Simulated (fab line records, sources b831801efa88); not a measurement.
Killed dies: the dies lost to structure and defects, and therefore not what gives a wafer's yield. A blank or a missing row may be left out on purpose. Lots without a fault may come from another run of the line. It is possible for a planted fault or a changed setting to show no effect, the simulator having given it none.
Chamber matching ; flow sky130 ; SKY_FIELD_ISO_ETCH_15 on rieDiel-01: 4 sister chambers
The step etches the open film in CHF3/O2, stops on Si, target depth 180 nm, time 72 s. 8 wafers are shown with their chamber, then 12 later ones without.

== WAFERS WITH THEIR CHAMBER ==
wafer;chamber;drypumpMotorCurrentA (A);oesProductAu (a.u.)
L077.1;2;5.8;0.949
L084.1;0;5.9;0.956
L085.1;3;6.1;0.954
L085.4;0;6.0;0.954
L085.5;1;5.0;0.954
L089.1;2;5.8;0.940
L089.3;3;6.1;0.951
L089.5;1;5.0;0.948

== WAFERS WITH NO CHAMBER GIVEN ==
wafer;drypumpMotorCurrentA (A);oesProductAu (a.u.)
L091.3;5.0;0.949
L091.5;6.0;0.947
L091.6;6.1;0.943
L092.1;6.1;0.956
L092.5;5.0;0.954
L092.6;6.0;0.946
L094.3;5.0;0.942
L094.5;6.0;0.945
L094.6;6.1;0.948
L096.1;6.0;0.951
L096.2;6.1;0.949
L096.5;5.0;0.946

== WHICH CHAMBER EACH ONE RAN IN ==
wafer;from the rows above;in truth
L091.3;1;1
L091.5;can't be placed: 0 or 3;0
L091.6;3;3
L092.1;3;3
L092.5;1;1
L092.6;can't be placed: 0 or 3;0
L094.3;1;1
L094.5;can't be placed: 0 or 3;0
L094.6;3;3
L096.1;can't be placed: 0 or 3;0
L096.2;3;3
L096.5;1;1
Correctly placed: 8 of 12. Can't be placed from these rows: 4 (the true chamber is among the candidates in 4). 0 placed wrongly.
How it was worked out, from the rows above alone: a wafer's distance from a chamber is the root of the sum, over the readings, of the square of ((its reading less the chamber's mean) divided by the reading's scatter). If the next closest chamber is less than 2 further off than the closest, the wafer can't be placed; otherwise it belongs to the closest. The mean given for a chamber averages the wafers shown for that chamber. The scatter: the root of (the sum of the squares of (reading less its chamber's mean) over the shown wafers, divided by (wafers less chambers)).
